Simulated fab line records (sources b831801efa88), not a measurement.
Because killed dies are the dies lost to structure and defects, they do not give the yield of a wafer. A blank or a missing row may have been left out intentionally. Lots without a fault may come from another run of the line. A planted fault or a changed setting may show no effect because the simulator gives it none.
Which tool did it? / flow sky130 / 14 lots, 42 wafers sampled, at 4 steps of a route of 708

== WHAT EACH GAUGE READ, for each wafer ==
SKY_LDD_P_CD_MEAS_07: the cd target is 380 nm. Usual: 379.7 nm for cdNm, sd 2.6.
lot=L669; measured=day 20 12:25; on=cdSem-01; cdNm (nm)=378.5 379.8 377.6; flag=
lot=L670; measured=day 20 13:00; on=cdSem-01; cdNm (nm)=377.6 379.0 378.7; flag=
lot=L672; measured=day 20 21:37; on=cdSem-01; cdNm (nm)=380.8 379.9 381.6; flag=
lot=L675; measured=day 21 12:44; on=cdSem-01; cdNm (nm)=382.3 382.7 382.9; flag=
lot=L677; measured=day 22 11:24; on=cdSem-02; cdNm (nm)=379.3 378.7 378.7; flag=
lot=L678; measured=day 22 13:41; on=cdSem-01; cdNm (nm)=378.5 376.5 379.1; flag=
lot=L679; measured=day 22 19:23; on=cdSem-02; cdNm (nm)=379.3 382.5 382.1; flag=
lot=L680; measured=day 23 03:24; on=cdSem-01; cdNm (nm)=379.5 380.3 380.6; flag=
lot=L681; measured=day 23 12:00; on=cdSem-01; cdNm (nm)=382.2 383.5 381.9; flag=
lot=L682; measured=day 24 13:26; on=cdSem-01; cdNm (nm)=380.1 381.6 382.0; flag=
lot=L683; measured=day 24 13:58; on=cdSem-02; cdNm (nm)=381.9 382.1 383.8; flag=
lot=L684; measured=day 24 16:41; on=cdSem-01; cdNm (nm)=379.3 383.6 381.7; flag=
lot=L685; measured=day 24 19:46; on=cdSem-01; cdNm (nm)=377.4 378.1 379.4; flag=
lot=L686; measured=day 25 02:44; on=cdSem-02; cdNm (nm)=376.8 375.6 378.5; flag=

SKY_SD_P_CD_MEAS_07: the cd target is 380 nm. Usual: 380.2 nm for cdNm, sd 2.6.
lot=L669; measured=day 26 20:01; on=cdSem-02; cdNm (nm)=379.9 378.2 378.9; flag=
lot=L670; measured=day 26 22:59; on=cdSem-02; cdNm (nm)=378.4 376.9 377.7; flag=
lot=L672; measured=day 27 06:48; on=cdSem-02; cdNm (nm)=376.4 379.0 379.5; flag=
lot=L675; measured=day 27 18:32; on=cdSem-01; cdNm (nm)=382.9 381.4 381.3; flag=
lot=L677; measured=day 28 15:02; on=cdSem-02; cdNm (nm)=378.3 379.1 379.7; flag=
lot=L678; measured=day 28 19:11; on=cdSem-02; cdNm (nm)=381.3 380.8 381.9; flag=
lot=L679; measured=day 28 21:59; on=cdSem-02; cdNm (nm)=376.0 378.2 376.0; flag=
lot=L680; measured=day 29 08:13; on=cdSem-02; cdNm (nm)=384.5 382.3 384.5; flag=
lot=L681; measured=day 29 15:47; on=cdSem-02; cdNm (nm)=384.2 384.9 385.6; flag=
lot=L682; measured=day 30 14:38; on=cdSem-01; cdNm (nm)=378.3 378.2 381.6; flag=
lot=L683; measured=day 30 15:42; on=cdSem-02; cdNm (nm)=378.3 378.0 378.2; flag=
lot=L684; measured=day 30 17:23; on=cdSem-01; cdNm (nm)=376.8 377.6 376.9; flag=
lot=L685; measured=day 30 23:24; on=cdSem-01; cdNm (nm)=379.3 379.1 379.7; flag=
lot=L686; measured=day 31 05:17; on=cdSem-01; cdNm (nm)=386.9 384.9 386.1; flag=

== WHICH TOOL RAN EACH LOT (tool, then ch and the chambers of the sampled wafers, then the start) ==
lot=L669; SKY_NWELL_EXPOSE_20=ilineStepper-01 ch 0, day 5 13:00; SKY_VT_ADJUST_HVTR_STRIP_10=plasmaAsher-04 ch 0,1, day 10 01:34
lot=L670; SKY_NWELL_EXPOSE_20=ilineStepper-01 ch 0, day 5 20:39; SKY_VT_ADJUST_HVTR_STRIP_10=plasmaAsher-03 ch 0,1, day 10 10:04
lot=L672; SKY_NWELL_EXPOSE_20=ilineStepper-02 ch 0, day 6 00:58; SKY_VT_ADJUST_HVTR_STRIP_10=plasmaAsher-03 ch 0, day 10 16:12
lot=L675; SKY_NWELL_EXPOSE_20=ilineStepper-02 ch 0, day 6 14:11; SKY_VT_ADJUST_HVTR_STRIP_10=plasmaAsher-04 ch 0,1, day 11 08:02
lot=L677; SKY_NWELL_EXPOSE_20=ilineStepper-01 ch 0, day 7 03:20; SKY_VT_ADJUST_HVTR_STRIP_10=plasmaAsher-03 ch 0,1, day 12 00:48
lot=L678; SKY_NWELL_EXPOSE_20=ilineStepper-01 ch 0, day 7 04:59; SKY_VT_ADJUST_HVTR_STRIP_10=plasmaAsher-03 ch 0,1, day 12 05:53
lot=L679; SKY_NWELL_EXPOSE_20=ilineStepper-01 ch 0, day 7 10:30; SKY_VT_ADJUST_HVTR_STRIP_10=plasmaAsher-03 ch 0,1, day 12 09:45
lot=L680; SKY_NWELL_EXPOSE_20=ilineStepper-02 ch 0, day 7 16:17; SKY_VT_ADJUST_HVTR_STRIP_10=plasmaAsher-04 ch 0,1, day 12 18:55
lot=L681; SKY_NWELL_EXPOSE_20=ilineStepper-01 ch 0, day 7 22:50; SKY_VT_ADJUST_HVTR_STRIP_10=plasmaAsher-04 ch 0, day 13 03:30
lot=L682; SKY_NWELL_EXPOSE_20=ilineStepper-02 ch 0, day 8 03:07; SKY_VT_ADJUST_HVTR_STRIP_10=plasmaAsher-04 ch 0,1, day 13 08:38
lot=L683; SKY_NWELL_EXPOSE_20=ilineStepper-01, day 8 07:09; SKY_VT_ADJUST_HVTR_STRIP_10=plasmaAsher-01 ch 0,1, day 13 14:03
lot=L684; SKY_NWELL_EXPOSE_20=ilineStepper-01, day 8 13:38; SKY_VT_ADJUST_HVTR_STRIP_10=plasmaAsher-04 ch 0,1, day 13 23:06
lot=L685; SKY_NWELL_EXPOSE_20=ilineStepper-01 ch 0, day 8 19:52; SKY_VT_ADJUST_HVTR_STRIP_10=plasmaAsher-03 ch 0, day 14 06:10
lot=L686; SKY_NWELL_EXPOSE_20=ilineStepper-01 ch 0, day 9 00:03; SKY_VT_ADJUST_HVTR_STRIP_10=plasmaAsher-01 ch 0,1, day 14 11:19
- SKY_NWELL_EXPOSE_20: exposes mask NWM COMPLEMENT, target cd 840 nm.
- SKY_VT_ADJUST_HVTR_STRIP_10: strips in O2/N2.

== AS READ BY THE TOOLS THEMSELVES (means over the sampled wafers that have a number; for cases with no such wafer, the mark the record gives instead) ==
SKY_NWELL_EXPOSE_20. Usual: exposureDoseMJCm2 259.99, standard deviation 0.26; focusOffsetNm -0.1 nm, standard deviation 0.49.
lot=L669; tool=ilineStepper-01; exposureDoseMJCm2=259.76; focusOffsetNm (nm)=-0.3; flag=
lot=L670; tool=ilineStepper-01; exposureDoseMJCm2=259.81; focusOffsetNm (nm)=0.1; flag=
lot=L672; tool=ilineStepper-02; exposureDoseMJCm2=259.86; focusOffsetNm (nm)=-0.2; flag=
lot=L675; tool=ilineStepper-02; exposureDoseMJCm2=260.06; focusOffsetNm (nm)=0.1; flag=
lot=L677; tool=ilineStepper-01; exposureDoseMJCm2=260.41; focusOffsetNm (nm)=0.3; flag=
lot=L678; tool=ilineStepper-01; exposureDoseMJCm2=260.26; focusOffsetNm (nm)=0.3; flag=
lot=L679; tool=ilineStepper-01; exposureDoseMJCm2=260.14; focusOffsetNm (nm)=0.4; flag=
lot=L680; tool=ilineStepper-02; exposureDoseMJCm2=259.86; focusOffsetNm (nm)=-0.3; flag=
lot=L681; tool=ilineStepper-01; exposureDoseMJCm2=259.70; focusOffsetNm (nm)=0.2; flag=
lot=L682; tool=ilineStepper-02; exposureDoseMJCm2=260.39; focusOffsetNm (nm)=0.3; flag=
lot=L683; tool=ilineStepper-01; exposureDoseMJCm2=-; focusOffsetNm (nm)=-; flag=OFF
lot=L684; tool=ilineStepper-01; exposureDoseMJCm2=-; focusOffsetNm (nm)=-; flag=OFF
lot=L685; tool=ilineStepper-01; exposureDoseMJCm2=259.99; focusOffsetNm (nm)=0.4; flag=
lot=L686; tool=ilineStepper-01; exposureDoseMJCm2=259.98; focusOffsetNm (nm)=-0.0; flag=

SKY_VT_ADJUST_HVTR_STRIP_10. Usual: drypumpMotorCurrentA 5.70 A, standard deviation 0.28; oesProductAu 0.716 a.u., standard deviation 0.0046; stripTimeToEndpointS 14.17 s, standard deviation 0.047.
lot=L669; tool=plasmaAsher-04; drypumpMotorCurrentA (A)=5.70; oesProductAu (a.u.)=0.713; stripTimeToEndpointS (s)=14.16; flag=
lot=L670; tool=plasmaAsher-03; drypumpMotorCurrentA (A)=5.46; oesProductAu (a.u.)=0.714; stripTimeToEndpointS (s)=14.16; flag=
lot=L672; tool=plasmaAsher-03; drypumpMotorCurrentA (A)=5.47; oesProductAu (a.u.)=0.715; stripTimeToEndpointS (s)=14.20; flag=
lot=L675; tool=plasmaAsher-04; drypumpMotorCurrentA (A)=5.81; oesProductAu (a.u.)=0.716; stripTimeToEndpointS (s)=14.18; flag=
lot=L677; tool=plasmaAsher-03; drypumpMotorCurrentA (A)=5.46; oesProductAu (a.u.)=0.714; stripTimeToEndpointS (s)=14.08; flag=
lot=L678; tool=plasmaAsher-03; drypumpMotorCurrentA (A)=5.47; oesProductAu (a.u.)=0.714; stripTimeToEndpointS (s)=14.13; flag=
lot=L679; tool=plasmaAsher-03; drypumpMotorCurrentA (A)=5.45; oesProductAu (a.u.)=0.719; stripTimeToEndpointS (s)=14.23; flag=
lot=L680; tool=plasmaAsher-04; drypumpMotorCurrentA (A)=5.68; oesProductAu (a.u.)=0.714; stripTimeToEndpointS (s)=14.23; flag=
lot=L681; tool=plasmaAsher-04; drypumpMotorCurrentA (A)=5.59; oesProductAu (a.u.)=0.718; stripTimeToEndpointS (s)=14.20; flag=
lot=L682; tool=plasmaAsher-04; drypumpMotorCurrentA (A)=5.81; oesProductAu (a.u.)=0.718; stripTimeToEndpointS (s)=14.14; flag=
lot=L683; tool=plasmaAsher-01; drypumpMotorCurrentA (A)=6.14; oesProductAu (a.u.)=0.715; stripTimeToEndpointS (s)=14.18; flag=
lot=L684; tool=plasmaAsher-04; drypumpMotorCurrentA (A)=5.71; oesProductAu (a.u.)=0.715; stripTimeToEndpointS (s)=14.18; flag=
lot=L685; tool=plasmaAsher-03; drypumpMotorCurrentA (A)=5.48; oesProductAu (a.u.)=0.717; stripTimeToEndpointS (s)=14.19; flag=
lot=L686; tool=plasmaAsher-01; drypumpMotorCurrentA (A)=6.00; oesProductAu (a.u.)=0.712; stripTimeToEndpointS (s)=14.24; flag=

== THE ANSWER, worked out from the rows above alone ==
Rule: take the mean of a lot's wafers that have a number; if it is more than 3 standard deviations from the usual mean, the lot is off. A lot without any number at a reading at which 4 lots or more have one is off too. Any other lot the step has rows for is counted as sound. Order of review: gauges by route order, followed by the tools' own readings, for which a lot's mean as printed above is used. At the first step where some lot is off, the reading lying furthest off is the one used; lots without a number count as furthest.
Off at SKY_NWELL_EXPOSE_20 (exposureDoseMJCm2): L683, L684. Without a number there: L683, L684.
A tool fits if, at that step or a process step before it, it ran every lot that is off, and no sound lot after the first of them. None of those tried fits.

== WHAT HAD BEEN PUT IN BY THE SIMULATOR ==
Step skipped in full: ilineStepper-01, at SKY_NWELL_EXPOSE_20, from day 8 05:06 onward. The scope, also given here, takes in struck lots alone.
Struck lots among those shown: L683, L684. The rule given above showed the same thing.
